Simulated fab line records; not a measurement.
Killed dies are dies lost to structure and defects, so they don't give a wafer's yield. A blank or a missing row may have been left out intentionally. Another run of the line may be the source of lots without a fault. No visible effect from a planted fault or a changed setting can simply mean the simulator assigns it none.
8D (eight disciplines) problem report, filled in by code	flow gf180mcu	the parts of the form that need people (team, actions taken, sign-off) are left out

1. WHAT IS WRONG
Mean PSD_TW at GF_PSD_TW_MEAS_11: 30 over 4 wafers in 2 lots; fault-free wafers: 3168, standard deviation 22. So: -99 or more standard deviations from the usual mean.
Earliest sighting: wafer L894.2 on filmMetro-01 at day 22 19:20. At this step, 42 wafers from 14 lots have a number in the record. The rule behind "out" and "out of limits": a value lying over 4 standard deviations away from the usual mean. The rest of the wafers with a number are treated as sound.

2. WHAT IT IS, WHAT IT ISN'T
question	is	is not
which readings at this step	PSD_TW	-
which lots	L893, L894	L871, L872, L873, L874, L875, L878, L879, L880, L881, L882, L883, L885
which wafers of those lots	L893.2, L893.6, L894.2, L894.6	L893.5, L894.4
read on which gauges	filmMetro-01	filmMetro-02, filmMetro-04
when	from day 22 19:20	up to then (37 sound wafers); but 1 sound wafer of L893 came after

3. SUSPECTS, AND WHAT RULES EACH OUT
Counting: a tool at a process step up to the reading stays a suspect if it ran every lot that is out. Sound lots after the first of them don't rule it out here, since some wafers of a struck lot are sound.
- the gauge at GF_PSD_TW_MEAS_11: kept. All the wafers that are out were read on filmMetro-01, and no step on other tools shows them out.
- lithoTrack-01 at GF_PSD_DEVELOP_06 (develop time 60 s): kept. It processed each lot that is out (first: L894, day 22 18:47); up to then, its last sound lot is L885 (day 19 18:07).
What counting leaves: lithoTrack-01 at GF_PSD_DEVELOP_06 and filmMetro-01 at GF_PSD_TW_MEAS_11.

4. THE CAUSE (what the simulator had put in)
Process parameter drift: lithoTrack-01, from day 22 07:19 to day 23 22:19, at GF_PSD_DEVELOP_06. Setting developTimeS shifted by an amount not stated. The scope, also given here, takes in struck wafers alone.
Counting leaves 2 suspects; this tool is one of them.

5. THE EFFECT CHAIN, in route order
One row per reading whose mean, taken over the struck wafers that have a number, lies over 3 standard deviations from the usual. Only readings for which the record gives a usual standard deviation are gone through. hours: the time from each lot's start at the first step in this table that gives one to its start at this step, as a median over the lots. sigmas: the change in usual standard deviations.
hours	step	reading	usual	on struck wafers	change	sigmas
0	GF_PSD_TW_MEAS_11	PSD_TW	3168	30	-3138	-99 or more
Readings that are blank on the struck wafers while sound wafers have them: cdNm at GF_PSD_CD_MEAS_07; PSD_OVL at GF_PSD_OVL_MEAS_08.

6. HOW IT WOULD HAVE BEEN CAUGHT EARLIER
In this record the first reading out of limits at a measuring or inspecting step was taken at day 22 19:20, 12 hours after the fault began at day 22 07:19.
Between GF_PSD_DEVELOP_06 and GF_PSD_TW_MEAS_11, GF_PSD_CD_MEAS_07 gave no cdNm and GF_PSD_OVL_MEAS_08 gave no PSD_OVL on the struck wafers, where sound wafers have one: a measuring or inspecting step that comes back empty is itself a sign.
Of the lots that are out (2), L893 began GF_PSD_DEVELOP_06 on lithoTrack-01 after day 22 19:20. It would have been spared by a hold on the tool at that moment.
